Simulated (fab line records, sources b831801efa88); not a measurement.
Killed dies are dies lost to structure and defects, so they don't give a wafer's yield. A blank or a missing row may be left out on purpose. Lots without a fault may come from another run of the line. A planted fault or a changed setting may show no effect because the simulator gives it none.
One fault seen from 2 desks | flow sfq_line | each desk has only its own numbers; what lay behind them comes last

THE TOOL OWNER'S DESK: krf_scanner-02
The tool's own readings at SFQ_TRILAYER_I4_VIA_LITHO_EXPOSE_104 (exposes mask I4, target cd 700 nm): means of the sampled wafers that have a number, for each lot that ran on this tool. A lot is out of limits, marked OUT, if its mean lies more than 4 standard deviations from the usual mean; the brackets give that distance.
Columns: A = exposure_dose_mJ_cm2 at SFQ_TRILAYER_I4_VIA_LITHO_EXPOSE_104, usual 21.296
lot  | first seen here | A
L440 | day 55 00:00    | 21.303
L442 | day 57 04:51    | 18.865 (-99 or more) OUT
L443 | day 57 07:03    | 18.899 (-99 or more) OUT
L444 | day 57 15:27    | 18.860 (-99 or more) OUT
L445 | day 57 20:39    | 18.889 (-99 or more) OUT
This desk's finding: out of limits on L442, L443, L444, L445; first on L442, day 57 04:51 (exposure_dose_mJ_cm2 at SFQ_TRILAYER_I4_VIA_LITHO_EXPOSE_104). In limits: L440.

THE METROLOGY DESK
What the gauges read, lot by lot, whatever tool the lot ran on: means of the sampled wafers that have a number. A lot is out of limits, marked OUT, if its mean lies more than 4 standard deviations from the usual mean; the brackets give that distance.
Columns: A = L0_MONX_KI_THK at SFQ_L0_THK_MEAS_902, usual 40.3 nm
lot  | first seen here | A
L426 | day 1 12:43     | 40.7
L427 | day 1 17:41     | 40.6
L428 | day 1 22:41     | 40.4
L429 | day 2 03:41     | 39.6
L431 | day 2 13:42     | 40.3
L432 | day 2 18:41     | 40.3
L433 | day 2 23:41     | 40.7
L435 | day 3 09:41     | 40.7
L436 | day 3 14:41     | 41.1
L437 | day 3 19:41     | 40.9
L440 | day 4 10:42     | 40.2
L442 | day 4 20:41     | 40.4
L443 | day 5 01:41     | 39.9
L444 | day 5 06:41     | 39.7
L445 | day 5 11:42     | 39.4
L449 | day 6 07:41     | 40.2
This desk's finding: nothing out of limits on any of the 16 lots.

PUT TOGETHER
The tool owner's desk could have raised an alarm at day 57 04:51, on L442, L443, L444, L445.
The metrology desk saw nothing out of limits.
The metrology desk has L442, L443, L444, L445 on record, within its limits.
Of the lots named, all ran SFQ_TRILAYER_I4_VIA_LITHO_EXPOSE_104 on krf_scanner-02.

WHAT THE SIMULATOR HAD PUT IN
Process parameter drift: krf_scanner-02, from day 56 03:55 on, at SFQ_TRILAYER_I4_VIA_LITHO_EXPOSE_104. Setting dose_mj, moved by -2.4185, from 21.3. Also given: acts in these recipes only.
Lots struck among those shown: L442, L443, L444, L445.
Hours from the fault's start to each desk's first reading out of limits: the tool owner's desk, 25.
